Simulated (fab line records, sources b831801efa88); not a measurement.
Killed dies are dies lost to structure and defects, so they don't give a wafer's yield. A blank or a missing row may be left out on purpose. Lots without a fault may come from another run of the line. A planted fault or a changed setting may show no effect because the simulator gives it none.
A struck lot beside a sound one | flow sky130 | 14 steps out of a route of 708
Sound: wafers L489.2, L489.4, L489.5. Struck: wafers L499.3, L499.5, L499.6. The cause comes at the end.
At each step with rows: each side's tool, then ch and its chambers, then its first start. Under that, the readings that differ: sound wafers | struck wafers | difference of the means | sigmas: that difference in standard deviations of wafers without a fault.
alike: readings whose means differ by less than 2 such deviations, and words and numbers that are the same on both sides. not compared: withheld readings, readings that some wafer has no value for, bounds like >300 that may hide the same value, and numbers for which the record gives no deviation and whose values overlap.
The two part at a step that has a row with sigmas, a row that says differs or no value, or rows on one side only. Numbers that don't overlap but have no deviation are shown without sigmas and don't part them. A reading that every wafer of one side lacks parts them only if that side has two wafers or more.

first, 1 step without rows for these wafers: SKY_LDD_LDN_IMPLANT_11.
SKY_LDD_LDN_STRIP_12: strips in O2/N2.
  sound on plasma_asher-03 ch 0,1, day 23 16:37; struck on plasma_asher-04 ch 0,1, day 27 11:26
  alike: drypump_motor_current_A, oes_product_au, strip_time_to_endpoint_s
  not compared: rf_hours_counter_h
SKY_LDD_LDN_TW_MEAS_13:
  sound on film_metro-03, day 23 16:43; struck on film_metro-02, day 27 11:32
  reading    | sound          | struck         | difference | sigmas
  LDD_LDN_TW | 1473 1473 1474 | 1495 1484 1490 | +16        | +2
then, 2 steps without rows for these wafers: SKY_LDD_LDN_CLEAN_14 (cleans in SC1/SC2, time 150 s); SKY_SPACER_CVD_00 (deposits Si3N4 from DCS/NH3, target thk 43.1 nm, time 740 s).
SKY_SPACER_THK_MEAS_01:
  sound on film_metro-04, day 23 18:02; struck on film_metro-03, day 27 13:29
  alike: SPACER_CVD_00_THK
SKY_SPACER_ETCHBACK_02: etches Si3N4 in CH3F/O2, stops on SiO2, time 46.7 s, target depth 45 nm.
  sound on rie_diel-01 ch 0,2, day 23 18:05; struck on rie_diel-02 ch 1,2,3, day 27 13:31
  alike: drypump_motor_current_A, oes_product_au, throttle_valve_pct
  not compared: rf_hours_counter_h
then, 5 steps without rows for these wafers: SKY_POLY_CUT_DEHYDRATE_00 (time 60 s); SKY_POLY_CUT_HMDS_01 (prime time 60 s); SKY_POLY_CUT_COAT_02 (resist thk 60 nm); SKY_POLY_CUT_COAT_03 (resist thk 450 nm); SKY_POLY_CUT_SOFTBAKE_04 (time 90 s).
SKY_POLY_CUT_EXPOSE_05: exposes mask NPCM, target cd 270 nm.
  sound on krf_scanner-02 ch 0, day 24 09:35; struck on krf_scanner-01, day 28 04:16
  no value came back on the struck wafers for any of 5 readings (exposure_dose_mJ_cm2, focus_offset_nm (nm) and others); on the sound wafers exposure_dose_mJ_cm2 reads 31.93 32.00 31.99
  alike: mask
then, 1 step without rows for these wafers: SKY_POLY_CUT_PEB_06.

WHERE THEY PART
First at SKY_LDD_LDN_TW_MEAS_13; last, within this record, at SKY_POLY_CUT_EXPOSE_05.

WHY: what the simulator had put in
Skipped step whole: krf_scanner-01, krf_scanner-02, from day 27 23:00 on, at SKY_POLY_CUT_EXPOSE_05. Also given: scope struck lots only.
